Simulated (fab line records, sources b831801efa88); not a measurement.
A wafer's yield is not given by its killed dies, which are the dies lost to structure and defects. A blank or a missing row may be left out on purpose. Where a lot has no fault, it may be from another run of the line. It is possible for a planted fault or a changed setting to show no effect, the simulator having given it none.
What tool caused it? -- flow gf180mcu -- 12 lots, 36 wafers sampled, at 6 steps of a route of 602

== WHAT THE GAUGES READ, wafer by wafer ==
GF_NWELL_TW_MEAS_11.
lot,measured,on,NWELL_TW
L841,day 3 14:48,filmMetro-02,1577 1578 1573
L842,day 3 19:11,filmMetro-02,1572 1589 1586
L845,day 4 14:31,filmMetro-01,1593 1582 1590
L847,day 5 01:48,filmMetro-01,1575 1576 1578
L848,day 5 03:06,filmMetro-02,1577 1574 1571
L849,day 5 11:13,filmMetro-02,1575 1574 1574
L851,day 5 20:39,filmMetro-04,1589 1583 1582
L852,day 6 00:57,filmMetro-02,1569 1563 1570
L853,day 6 07:34,filmMetro-04,1558 1570 1571
L854,day 6 11:26,filmMetro-04,1555 1570 1564
L855,day 7 02:02,filmMetro-01,1595 1600 1605
L857,day 7 07:11,filmMetro-02,1549 1535 1540

GF_CONTACT_CD_MEAS_14: target cd 220 nm.
lot,measured,on,cdNm (nm)
L841,day 16 16:13,cdSem-01,217.7 218.3 218.2
L842,day 17 00:14,cdSem-01,217.5 218.5 216.4
L845,day 18 08:51,cdSem-02,218.9 220.5 221.2
L847,day 18 21:20,cdSem-02,220.1 220.7 221.1
L848,day 19 00:36,cdSem-02,221.6 220.2 221.7
L849,day 19 13:10,cdSem-01,221.3 219.2 220.2
L851,day 20 16:53,cdSem-01,220.5 219.6 218.9
L852,day 20 18:46,cdSem-02,220.2 219.7 222.0
L853,day 21 02:41,cdSem-01,217.3 217.9 218.2
L854,day 21 09:10,cdSem-01,221.6 220.6 221.1
L855,day 22 10:28,cdSem-01,219.9 220.3 218.5
L857,day 22 21:56,cdSem-01,219.5 220.3 220.4

GF_M1_OVL_MEAS_15.
lot,measured,on,M1_OVL (nm)
L841,day 17 17:14,overlay-01,-1 -5 -1
L842,day 18 01:02,overlay-01,-2 0 5
L845,day 19 10:48,overlay-01,3 0 7
L847,day 19 23:23,overlay-02,-5 6 3
L848,day 20 03:25,overlay-02,1 7 3
L849,day 20 15:20,overlay-02,-7 3 1
L851,day 21 18:13,overlay-01,-1 5 2
L852,day 21 20:35,overlay-02,1 -1 9
L853,day 22 03:32,overlay-01,0 1 -5
L854,day 22 10:23,overlay-01,4 8 5
L855,day 23 11:28,overlay-02,11 6 7
L857,day 23 21:49,overlay-02,2 0 9

GF_V1_THK_MEAS_01.
lot,measured,on,V1_CVD_00_THK (nm)
L841,day 17 17:59,filmMetro-01,611 619 618
L842,day 18 01:48,filmMetro-03,606 604 597
L845,day 19 11:34,filmMetro-03,600 610 599
L847,day 20 00:10,filmMetro-04,599 595 598
L848,day 20 04:17,filmMetro-01,600 602 598
L849,day 20 16:10,filmMetro-04,604 598 601
L851,day 21 19:08,filmMetro-04,612 604 599
L852,day 21 21:25,filmMetro-04,596 599 602
L853,day 22 04:18,filmMetro-03,595 604 599
L854,day 22 11:08,filmMetro-03,597 598 601
L855,day 23 12:38,filmMetro-04,590 586 588
L857,day 23 22:35,filmMetro-04,602 605 608

== WHICH TOOL RAN EACH LOT (tool, then ch and the chambers of the sampled wafers, then the start) ==
lot,GF_DNWELL_STRIP_08,GF_NWELL_STRIP_10
L841,"plasmaAsher-03 ch 0,1, day 3 01:02","plasmaAsher-03 ch 0,1, day 3 14:42"
L842,"plasmaAsher-02 ch 0,1, day 3 05:11","plasmaAsher-03 ch 0,1, day 3 19:05"
L845,"plasmaAsher-03 ch 0,1, day 4 00:30","plasmaAsher-01 ch 0,1, day 4 14:25"
L847,"plasmaAsher-03 ch 0,1, day 4 11:29","plasmaAsher-03 ch 0,1, day 5 01:42"
L848,"plasmaAsher-03 ch 0,1, day 4 12:37","plasmaAsher-03 ch 0,1, day 5 02:59"
L849,"plasmaAsher-02 ch 0,1, day 4 20:46","plasmaAsher-01 ch 0,1, day 5 11:07"
L851,"plasmaAsher-02 ch 0,1, day 5 06:50","plasmaAsher-03 ch 0,1, day 5 20:32"
L852,"plasmaAsher-02 ch 0,1, day 5 10:47","plasmaAsher-03 ch 0,1, day 6 00:51"
L853,"plasmaAsher-03 ch 0,1, day 5 16:34","plasmaAsher-03 ch 1, day 6 07:28"
L854,"plasmaAsher-04 ch 0,1, day 5 19:54","plasmaAsher-01 ch 0,1, day 6 11:20"
L855,"plasmaAsher-02 ch 0, day 6 10:10","plasmaAsher-02 ch 0,1, day 7 01:56"
L857,"plasmaAsher-02 ch 0,1, day 6 15:28","plasmaAsher-03 ch 0,1, day 7 07:04"
- GF_DNWELL_STRIP_08: strips in O2/N2.
- GF_NWELL_STRIP_10: strips in O2/N2.

== WHAT THE TOOLS THEMSELVES READ (means of the sampled wafers that have a number; where no wafer has one, the mark that the record gives instead) ==
GF_DNWELL_STRIP_08.
lot,tool,drypumpMotorCurrentA (A),heaterPowerW (W),o2FlowSccm (sccm),oesProductAu (a.u.),platenTempC (C),stripTimeToEndpointS (s)
L841,plasmaAsher-03,5.59,369,2997,0.722,249.94,37.52
L842,plasmaAsher-02,5.85,388,3000,0.723,249.99,37.45
L845,plasmaAsher-03,5.59,373,2999,0.725,249.84,37.42
L847,plasmaAsher-03,5.59,379,2998,0.726,249.89,37.53
L848,plasmaAsher-03,5.59,378,3002,0.723,249.98,37.54
L849,plasmaAsher-02,5.86,388,2999,0.724,250.06,37.37
L851,plasmaAsher-02,5.85,389,2993,0.722,250.00,37.39
L852,plasmaAsher-02,5.86,393,2993,0.721,250.03,37.50
L853,plasmaAsher-03,5.63,364,3006,0.722,249.76,37.46
L854,plasmaAsher-04,5.77,333,2994,0.725,249.91,37.34
L855,plasmaAsher-02,6.06,419,2998,0.721,250.12,37.50
L857,plasmaAsher-02,5.68,375,3006,0.964,250.05,-

GF_NWELL_STRIP_10.
lot,tool,drypumpMotorCurrentA (A),heaterPowerW (W),o2FlowSccm (sccm),oesProductAu (a.u.),platenTempC (C),stripTimeToEndpointS (s)
L841,plasmaAsher-03,5.6,363,3001,0.725,250.01,37.10
L842,plasmaAsher-03,5.6,378,3011,0.717,250.04,36.96
L845,plasmaAsher-01,5.2,331,3013,0.720,250.23,36.99
L847,plasmaAsher-03,5.6,368,2996,0.726,250.13,36.93
L848,plasmaAsher-03,5.6,364,3006,0.726,249.89,37.00
L849,plasmaAsher-01,5.2,333,3005,0.722,249.99,37.03
L851,plasmaAsher-03,5.7,362,2998,0.722,250.09,36.94
L852,plasmaAsher-03,5.7,364,3000,0.726,249.94,36.89
L853,plasmaAsher-03,5.7,348,2996,0.722,250.31,36.91
L854,plasmaAsher-01,5.2,328,3003,0.723,249.92,36.89
L855,plasmaAsher-02,5.7,372,3005,0.723,249.96,37.06
L857,plasmaAsher-03,5.6,358,2996,0.724,250.10,41.49

== THE ANSWER, worked out from the rows above alone ==
Rule: usual is defined by the lots themselves. Put in order of their means at a reading, lots are off if they are a third of the lots or fewer, leave a main group of 4 or more, and stand apart from it by a gap of 3 or more times the standard deviation of the main group's means; of several such gaps the widest counts. If all means in a main group match to the digits the tables above print for the reading, that group is not used. A lot without any number at a reading at which 4 lots or more have one is off too. The other lots that the step has rows for count as sound. First the gauges in route order, then the tools' own readings, where a lot's mean is used as printed above. At the first step where some lot is off, the reading lying furthest off is the one used; lots without a number count as furthest.
Off at GF_DNWELL_STRIP_08 (stripTimeToEndpointS): L857. Without a number there: L857. Mean 37.46 s and standard deviation 0.065 in the main group.
If a tool, at that step or one of the process steps before it, ran each lot that is off and ran no sound lot following the first of them, it fits. One fits: plasmaAsher-02 at GF_DNWELL_STRIP_08. A fault onset in the window from L855 (day 6 10:10, its last sound lot) to L857 (day 6 15:28, its first lot off) fits.
On the lots that are off, the tool's own readings at GF_DNWELL_STRIP_08 differ by more than 5 times the standard deviation of the sound lots' means, which bears it out; oesProductAu reads 0.964 a.u. there versus 0.723 a.u. on the sound lots.
Blank at GF_DNWELL_STRIP_08 on the lots that are off, where sound lots have numbers: stripTimeToEndpointS.

== WHAT THE SIMULATOR HAD INSERTED ==
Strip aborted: plasmaAsher-02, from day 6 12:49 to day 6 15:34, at GF_DNWELL_STRIP_08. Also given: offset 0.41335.
Lots struck among those shown: L857. Same finding as the rule above.
